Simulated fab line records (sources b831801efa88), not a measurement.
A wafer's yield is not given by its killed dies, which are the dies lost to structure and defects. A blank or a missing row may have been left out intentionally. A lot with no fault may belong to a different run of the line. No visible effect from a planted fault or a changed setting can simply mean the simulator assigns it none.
Comparing a struck lot with a sound one / flow sky130 / 15 out of 708 route steps
Sound: wafers L700.1, L700.3, L700.4. The struck wafers were L707.2, L707.3, L707.5. The cause is given at the end.
Each step with rows lists, per side, the tool, then ch with its chambers, then its first start. Under that, the readings that differ: sound wafers / struck wafers / difference of the means / sigmas: that difference in standard deviations of wafers without a fault.
alike: a reading whose means differ by less than 2 such deviations, as well as words and numbers matching on both sides. not compared: withheld readings; readings where some wafer has no value; bounds like >300 that might hide an equal value; numbers whose values overlap and for which the record gives no deviation.
A row with sigmas, a row that says differs or no value, or rows on one side alone: a step with any of these is where the two part. Numbers that have no deviation but don't overlap get no sigmas and don't part them. A reading that every wafer of one side lacks parts them only if that side has two wafers or more.

SKY_LDD_HVP_OVL_MEAS_07:
  sound: overlay-01 at day 22 09:16; struck: overlay-02 at day 25 07:09
  alike: LDD_HVP_OVL
then, 1 step without rows for these wafers: SKY_LDD_HVP_IMPLANT_08.
SKY_LDD_HVP_STRIP_09: strips in O2/N2.
  sound on plasma-asher-04 ch 0,1, day 22 09:27; struck on plasma-asher-04 ch 0,1, day 25 07:20
  alike: drypump-motor-current-A, oes-product-au, strip-time-to-endpoint-s
  not compared: rf-hours-counter-h
SKY_LDD_HVP_TW_MEAS_10:
  sound: film-metro-04 at day 22 09:33; struck: film-metro-03 at day 25 07:26
reading=LDD_HVP_TW; sound=452 451 452; struck=465 466 468; difference=+15; sigmas=+2
then, 7 steps without rows for these wafers: SKY_LDD_LDN_DEHYDRATE_00 (time 60 s); SKY_LDD_LDN_HMDS_01 (prime time 60 s); SKY_LDD_LDN_COAT_02 (resist thk 1140 nm); SKY_LDD_LDN_SOFTBAKE_03 (time 60 s); SKY_LDD_LDN_EXPOSE_04 (exposes mask LDNTM, target cd 700 nm); SKY_LDD_LDN_PEB_05; SKY_LDD_LDN_DEVELOP_06 (develop time 60 s).
SKY_LDD_LDN_OVL_MEAS_07:
  sound: overlay-02 at day 23 15:37; struck: overlay-02 at day 26 12:29
  alike: LDD_LDN_OVL
SKY_LDD_LDN_IMPLANT_08:
  sound on implanter-01 ch 0, day 23 15:39; struck on implanter-01 ch 0, day 26 12:32
reading=beam-energy-keV; sound=14.999 14.998 14.993; struck=14.115 14.106 14.110; difference=-0.886; sigmas=-99 or more
reading=model.implant.drp-nm (nm); sound=5.933 5.933 5.933; struck=5.689 5.689 5.689; difference=-0.244; sigmas=
  alike: beam-on-s, dose-ions-cm2, end-station-pressure-torr, faraday-current-uA, rotation-deg
then, 1 step without rows for these wafers: SKY_LDD_LDN_IMPLANT_09.
SKY_PAD_OPEN_PROBE_99:
  sound wafers here have rows in the record (prober-01, day 46 11:40); struck ones have none

## WHERE THEY PART
Last at SKY_PAD_OPEN_PROBE_99 as far as this record goes, first at SKY_LDD_HVP_TW_MEAS_10.

WHY: the cause the simulator had injected
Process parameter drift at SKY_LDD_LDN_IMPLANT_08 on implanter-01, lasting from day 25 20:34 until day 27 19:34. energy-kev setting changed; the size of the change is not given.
